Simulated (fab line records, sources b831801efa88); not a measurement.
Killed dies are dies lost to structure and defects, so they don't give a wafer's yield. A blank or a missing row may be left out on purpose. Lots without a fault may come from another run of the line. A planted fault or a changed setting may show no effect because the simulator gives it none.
A struck lot beside a sound one | flow sky130 | 23 steps out of a route of 708
Sound: wafers L815.2, L815.4, L815.5. Struck: wafer L823.2. (L823.1 of the same lot was not struck and is left out.) The cause comes at the end.
At each step with rows: each side's tool, then ch and its chambers, then its first start. Under that, the readings that differ: sound wafers | struck wafers | difference of the means | sigmas: that difference in standard deviations of wafers without a fault.
alike: readings whose means differ by less than 2 such deviations, and words and numbers that are the same on both sides. not compared: withheld readings, readings that some wafer has no value for, bounds like >300 that may hide the same value, and numbers for which the record gives no deviation and whose values overlap.
The two part at a step that has a row with sigmas, a row that says differs or no value, or rows on one side only. Numbers that don't overlap but have no deviation are shown without sigmas and don't part them. A reading that every wafer of one side lacks parts them only if that side has two wafers or more.

first, 8 steps without rows for these wafers: SKY_LDD_N_IMPLANT_08; SKY_LDD_N_IMPLANT_09; SKY_LDD_N_IMPLANT_10; SKY_LDD_N_IMPLANT_11; SKY_LDD_N_IMPLANT_12; SKY_LDD_N_IMPLANT_13; SKY_LDD_N_IMPLANT_14; SKY_LDD_N_IMPLANT_15.
SKY_LDD_N_STRIP_16: strips in O2/N2.
  sound on plasma_asher-03 ch 0, day 20 14:16; struck on plasma_asher-01 ch 0, day 22 18:31
  alike: drypump_motor_current_A, oes_product_au, strip_time_to_endpoint_s
  not compared: rf_hours_counter_h
SKY_LDD_N_TW_MEAS_17:
  sound on film_metro-01, day 20 14:22; struck on film_metro-04, day 22 18:37
  reading  | sound          | struck | difference | sigmas
  LDD_N_TW | 2556 2556 2555 | 2592   | +36        | +2
then, 2 steps without rows for these wafers: SKY_LDD_P_DEHYDRATE_00 (time 60 s); SKY_LDD_P_HMDS_01 (prime time 60 s).
SKY_LDD_P_COAT_02: resist thk 1140 nm.
  sound on litho_track-04 ch 0, day 21 04:58; struck on litho_track-03 ch 0, day 23 09:14
  reading                                    | sound          | struck | difference | sigmas
  model.NOVOLAK_of_LDD_P_COAT_02.thk_nm (nm) | 1140 1140 1140 | 1168   | +28        |
then, 3 steps without rows for these wafers: SKY_LDD_P_SOFTBAKE_03 (time 60 s); SKY_LDD_P_EXPOSE_04 (exposes mask PSDM, target cd 380 nm); SKY_LDD_P_PEB_05.
SKY_LDD_P_DEVELOP_06: develop time 60 s.
  sound on litho_track-04 ch 0, day 21 20:58; struck on litho_track-03 ch 0, day 24 00:02
  reading                                    | sound          | struck | difference | sigmas
  model.NOVOLAK_of_LDD_P_COAT_02.thk_nm (nm) | 1139 1140 1139 | 1168   | +29        |
SKY_LDD_P_CD_MEAS_07: target cd 380 nm.
  sound on cd_sem-01, day 21 21:07; struck on cd_sem-01, day 24 00:11
  alike: cd_nm
SKY_LDD_P_OVL_MEAS_08:
  sound on overlay-02, day 21 21:13; struck on overlay-02, day 24 00:19
  alike: LDD_P_OVL
then, 1 step without rows for these wafers: SKY_LDD_P_IMPLANT_09.
SKY_LDD_P_STRIP_10: strips in O2/N2.
  sound on plasma_asher-01 ch 0,1, day 21 21:26; struck on plasma_asher-02 ch 0, day 24 00:29
  reading                      | sound             | struck | difference | sigmas
  strip_time_to_endpoint_s (s) | 14.18 14.19 14.16 | 14.48  | +0.30      | +8
  alike: drypump_motor_current_A, oes_product_au
  not compared: rf_hours_counter_h
SKY_LDD_P_TW_MEAS_11:
  sound on film_metro-02, day 21 21:32; struck on film_metro-02, day 24 00:35
  alike: LDD_P_TW
SKY_PAD_OPEN_PROBE_99:
  the record has rows for the sound wafers here (prober-01, day 47 19:04) and none for the struck ones

WHERE THEY PART
First at SKY_LDD_N_TW_MEAS_17; last, within this record, at SKY_PAD_OPEN_PROBE_99.

WHY: what the simulator had put in
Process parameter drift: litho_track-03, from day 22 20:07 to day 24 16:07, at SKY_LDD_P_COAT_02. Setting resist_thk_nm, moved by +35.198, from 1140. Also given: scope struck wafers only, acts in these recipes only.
